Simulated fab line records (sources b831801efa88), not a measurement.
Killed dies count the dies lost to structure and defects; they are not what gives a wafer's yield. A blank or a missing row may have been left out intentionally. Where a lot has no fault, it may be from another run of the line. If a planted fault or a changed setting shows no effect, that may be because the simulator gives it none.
Matching of chambers | flow sky130 | cmp-01 running SKY_VIA3_CMP_24: 4 sister chambers
The step polishes, stops on SiO2, t overpolish 20 s, target thk 0 nm. 7 wafers are shown with their chamber, then 8 later ones without.

## EACH WAFER AND ITS CHAMBER
wafer  | chamber | motorCurrentA (A) | timeToEndpointS (s)
L963.5 | 0       | 11.0              | 97.3
L964.4 | 0       | 11.4              | 95.2
L966.5 | 3       | 11.1              | 94.0
L967.3 | 3       | 11.6              | 95.1
L967.4 | 1       | 9.3               | 94.6
L967.6 | 1       | 9.9               | 91.5
L968.1 | 2       | 11.4              | 95.5

## WAFERS WITH NO CHAMBER GIVEN
wafer  | motorCurrentA (A) | timeToEndpointS (s)
L968.2 | 11.7              | 95.5
L968.4 | 11.4              | 95.5
L970.2 | 11.3              | 91.4
L970.5 | 10.8              | 95.7
L970.6 | 9.9               | 92.5
L979.4 | 11.4              | 94.8
L979.5 | 10.9              | 97.4
L979.6 | 11.4              | 96.4

## WHICH CHAMBER EACH ONE RAN IN
wafer  | from the rows above          | in truth
L968.2 | can't be placed: 2 or 3 or 0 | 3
L968.4 | can't be placed: 2 or 3 or 0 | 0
L970.2 | can't be placed: 3 or 2 or 0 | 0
L970.5 | can't be placed: 0 or 2 or 3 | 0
L970.6 | 1                            | 1
L979.4 | can't be placed: 3 or 2 or 0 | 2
L979.5 | can't be placed: 0 or 2 or 3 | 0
L979.6 | can't be placed: 2 or 0 or 3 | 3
1 of 8 placed correctly. Unplaceable from these rows: 7, with the true chamber sitting among the candidates in 7. Placed wrongly: 0.
How it was worked out, from the rows above alone: a wafer's distance from a chamber is the root of the sum, over the readings, of the square of ((its reading less the chamber's mean) divided by the reading's scatter). The wafer belongs to the nearest chamber; if the next one is less than 2 further off, it can't be placed. A chamber's mean is the mean of its shown wafers. How the scatter is found: for the shown wafers, subtract from each reading the mean of its chamber, square and add these, divide the total by (wafers less chambers), then take the root.
